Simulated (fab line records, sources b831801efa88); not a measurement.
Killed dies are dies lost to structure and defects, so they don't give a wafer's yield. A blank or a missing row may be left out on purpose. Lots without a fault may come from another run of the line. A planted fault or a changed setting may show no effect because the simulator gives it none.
A struck lot beside a sound one | flow sfq_line | 17 steps out of a route of 325
Sound: wafers L613.3, L613.5, L613.6. Struck: wafer L626.1. (L626.2, L626.6 of the same lot were not struck and are left out.) The cause comes at the end.
At each step with rows: each side's tool, then ch and its chambers, then its first start. Under that, the readings that differ: sound wafers | struck wafers | difference of the means | sigmas: that difference in standard deviations of wafers without a fault.
alike: readings whose means differ by less than 2 such deviations, and words and numbers that are the same on both sides. not compared: withheld readings, readings that some wafer has no value for, bounds like >300 that may hide the same value, and numbers for which the record gives no deviation and whose values overlap.
The two part at a step that has a row with sigmas, a row that says differs or no value, or rows on one side only. Numbers that don't overlap but have no deviation are shown without sigmas and don't part them. A reading that every wafer of one side lacks parts them only if that side has two wafers or more.

SFQ_TRILAYER_L0_VIA_BARC_OPEN_VIA_ETCH_021: etches BARC in O2, target depth 125 nm, time 41.7 s.
  sound on rie_diel-01 ch 1,2, day 7 17:10; struck on rie_diel-01 ch 2, day 11 16:38
  alike: drypump_motor_current_A, oes_product_au, rf_fwd_power_W
  not compared: rf_hours_counter_h
SFQ_TRILAYER_L0_VIA_ETCH_VIA_ETCH_016: etches SiO2 in CHF3, stops on MoNx KI, target depth 80 nm.
  sound on rie_diel-01 ch 1,2, day 7 17:11; struck on rie_diel-01 ch 2, day 11 16:40
  alike: drypump_motor_current_A, oes_product_au, rf_fwd_power_W
SFQ_TRILAYER_L0_VIA_STRIP_STRIP_017: strips in O2.
  sound on rie_metal-03 ch 0,1, day 7 17:26; struck on rie_metal-02 ch 0, day 11 16:43
  reading                | sound | struck | difference                   | sigmas
  rf_hours_counter_h (h) | - - - | 32     | no value on the sound wafers |
  alike: drypump_motor_current_A, oes_product_au
then, 2 steps without rows for these wafers: SFQ_TRILAYER_L0_VIA_STRIP_SOLV_CLEAN_018 (cleans in NMP, time 600 s); SFQ_TRILAYER_M0_DEP_PRE_CLEAN_020 (time 15 s).
SFQ_TRILAYER_M0_DEP_SPUTTER_019: material Nb, target thk 200 nm, time 133.3 s.
  sound on pvd_sputter-04, day 7 18:02; struck on pvd_sputter-05, day 11 17:31
  reading              | sound             | struck | difference | sigmas
  substrate_temp_c (C) | 19.97 19.89 19.81 | 20.10  | +0.21      | +2
  alike: cathode_dc_power_W, throttle_valve_pct
SFQ_M0_RS_MEAS_904: measures by four-point-probe.
  sound on film_metro-03, day 7 18:10; struck on film_metro-03, day 11 17:37
  alike: M0_NB_RS
then, 4 steps without rows for these wafers: SFQ_TRILAYER_M0_LITHO_COAT_026 (resist thk 62 nm); SFQ_TRILAYER_M0_LITHO_COAT_021 (resist thk 600 nm); SFQ_TRILAYER_M0_LITHO_SOFTBAKE_025; SFQ_TRILAYER_M0_LITHO_EXPOSE_022 (exposes mask M0, target cd 500 nm).
-- the record jumps here: 5 days lie between the struck wafers' starts before and after --
SFQ_TRILAYER_M0_LITHO_PEB_024: peb time 60 s.
  sound on litho_track-04 ch 0, day 11 23:32; struck on litho_track-04 ch 0, day 16 13:41
  reading                  | sound             | struck | difference | sigmas
  heater_power_total_W (W) | 79.27 79.20 79.28 | 86.11  | +6.86      | +99 or more
then, 1 step without rows for these wafers: SFQ_TRILAYER_M0_LITHO_DEVELOP_023 (time 60 s).
SFQ_M0_OVL_MEAS_906:
  sound on overlay-02, day 11 23:49; struck on overlay-02, day 16 13:59
  alike: M0_OVL
SFQ_TRILAYER_M0_BARC_OPEN_METAL_ETCH_031: etches BARC in O2, target depth 125 nm, time 41.7 s.
  sound on rie_metal-04 ch 0,1, day 11 23:51; struck on rie_metal-03 ch 1, day 16 14:01
  reading                | sound             | struck | difference                   | sigmas
  rf_hours_counter_h (h) | - - -             | 26     | no value on the sound wafers |
  model.M0.cd_nm (nm)    | 500.7 501.5 500.2 | 538.2  | +37.4                        |
  alike: drypump_motor_current_A, oes_product_au, rf_fwd_power_W
SFQ_TRILAYER_M0_ETCH_METAL_ETCH_024: etches Nb in Cl2/Ar, stops on SiO2, target depth 240 nm, time 120 s.
  sound on rie_metal-04 ch 0,1, day 11 23:56; struck on rie_metal-03 ch 1, day 16 14:05
  reading                | sound             | struck | difference                   | sigmas
  rf_fwd_power_W (W)     | 596.9 596.8 598.2 | 601.0  | +3.7                         | +2
  rf_hours_counter_h (h) | - - -             | 26     | no value on the sound wafers |
  model.M0.cd_nm (nm)    | 501.7 502.5 501   | 539.3  | +37.6                        |
  alike: drypump_motor_current_A, oes_product_au
SFQ_TRILAYER_M0_STRIP_STRIP_025: strips in O2.
  sound on rie_metal-04 ch 0,1, day 12 00:13; struck on rie_metal-03 ch 1, day 16 14:13
  reading                | sound | struck | difference                   | sigmas
  rf_hours_counter_h (h) | - - - | 26     | no value on the sound wafers |
  alike: drypump_motor_current_A, oes_product_au

WHERE THEY PART
First at SFQ_TRILAYER_L0_VIA_STRIP_STRIP_017; last, within this record, at SFQ_TRILAYER_M0_STRIP_STRIP_025.

WHY: what the simulator had put in
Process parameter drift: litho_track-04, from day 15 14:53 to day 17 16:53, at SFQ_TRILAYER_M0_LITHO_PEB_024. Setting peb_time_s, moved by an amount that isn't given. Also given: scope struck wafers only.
